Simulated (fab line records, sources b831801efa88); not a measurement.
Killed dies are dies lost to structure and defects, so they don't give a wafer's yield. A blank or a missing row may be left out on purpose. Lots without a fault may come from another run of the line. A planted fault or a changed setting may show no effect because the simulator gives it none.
Problem report in the 8D (eight disciplines) form, filled by code | flow sky130 | the parts of the form that need people (team, actions taken, sign-off) are left out

1. THE PROBLEM
time_to_endpoint_s at SKY_VIA4_CMP_21 reads a mean of 66 s on 1 wafer of 1 lot; wafers without a fault read 120 s with a standard deviation of 3.5. That is -15 standard deviations from the usual mean.
The step: polishes, stops on SiO2, t overpolish 25 s, target thk 0 nm.
First seen on wafer L608.4, day 47 21:39, on cmp-02. The record holds 15 wafers of 5 lots with a number at this step. Rule for "out", or "out of limits": more than 4 standard deviations from the usual mean. The other wafers with a number count as sound.

2. WHAT IT IS AND WHAT IT IS NOT
question                    | is                 | is not
which readings at this step | time_to_endpoint_s | motor_current_A, overpolish_run_s
which lots                  | L608               | L589, L593, L595, L596
which wafers of those lots  | L608.4             | L608.5, L608.6
read on which tools         | cmp-02             | cmp-01
when                        | from day 47 21:39  | up to then (14 sound wafers)

3. SUSPECTS, AND WHAT RULES EACH OUT
Counting: a tool at a process step up to the reading stays a suspect if it ran every lot that is out. Sound lots after the first of them don't rule it out here, since some wafers of a struck lot are sound.
- rie_diel-04 at SKY_VIA4_ETCH_12 (etches SiO2 in C4F8/O2/Ar, stops on TiN, target depth 580 nm): kept. It ran the lot that is out, L608 (day 47 20:25); its last sound lot up to then is L596 (day 45 03:22).
- plasma_asher-01 at SKY_VIA4_STRIP_13 (strips in O2/N2): kept. It ran the lot that is out, L608 (day 47 20:31); its last sound lot up to then is L593 (day 44 02:41).
- cmp-02 at SKY_VIA4_CMP_21 (polishes, stops on SiO2, t overpolish 25 s, target thk 0 nm): kept. It ran the lot that is out, L608 (day 47 21:39); its last sound lot up to then is L596 (day 45 04:35). Its own readings are out on those wafers: time_to_endpoint_s.
- Within cmp-02 at SKY_VIA4_CMP_21: the wafers that are out ran in chamber 0; their sound lot-mates ran in chambers 2, 3.
Left after counting: rie_diel-04 at SKY_VIA4_ETCH_12, plasma_asher-01 at SKY_VIA4_STRIP_13, cmp-02 at SKY_VIA4_CMP_21.

4. THE CAUSE (what the simulator had put in)
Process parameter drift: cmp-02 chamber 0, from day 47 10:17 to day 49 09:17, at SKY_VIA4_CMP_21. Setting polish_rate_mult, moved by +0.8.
Counting left 3 suspects, and this tool is among them.

5. THE CHAIN OF EFFECTS, in route order
Each row: a reading whose mean over the struck wafers that have a number lies more than 3 standard deviations from the usual. Only readings for which the record gives a usual standard deviation are gone through. hours: the time from each lot's start at the first step in this table that gives one to its start at this step, as a median over the lots. sigmas: the change in usual standard deviations.
hours | step            | reading            | usual | on struck wafers | change | sigmas
0     | SKY_VIA4_CMP_21 | time_to_endpoint_s | 120 s | 66               | -54    | -15
The process steps in it:
- SKY_VIA4_CMP_21: polishes, stops on SiO2, t overpolish 25 s, target thk 0 nm.
Later measuring or inspecting steps at which every struck wafer that the step has a row for has a number for every such reading, and none has moved that far: SKY_METAL5_RS_MEAS_05, SKY_METAL5_THK_MEAS_06.

6. WHAT WOULD HAVE CAUGHT IT SOONER
In this record the first reading out of limits was taken at day 47 21:39, 11 hours after the fault began at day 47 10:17.
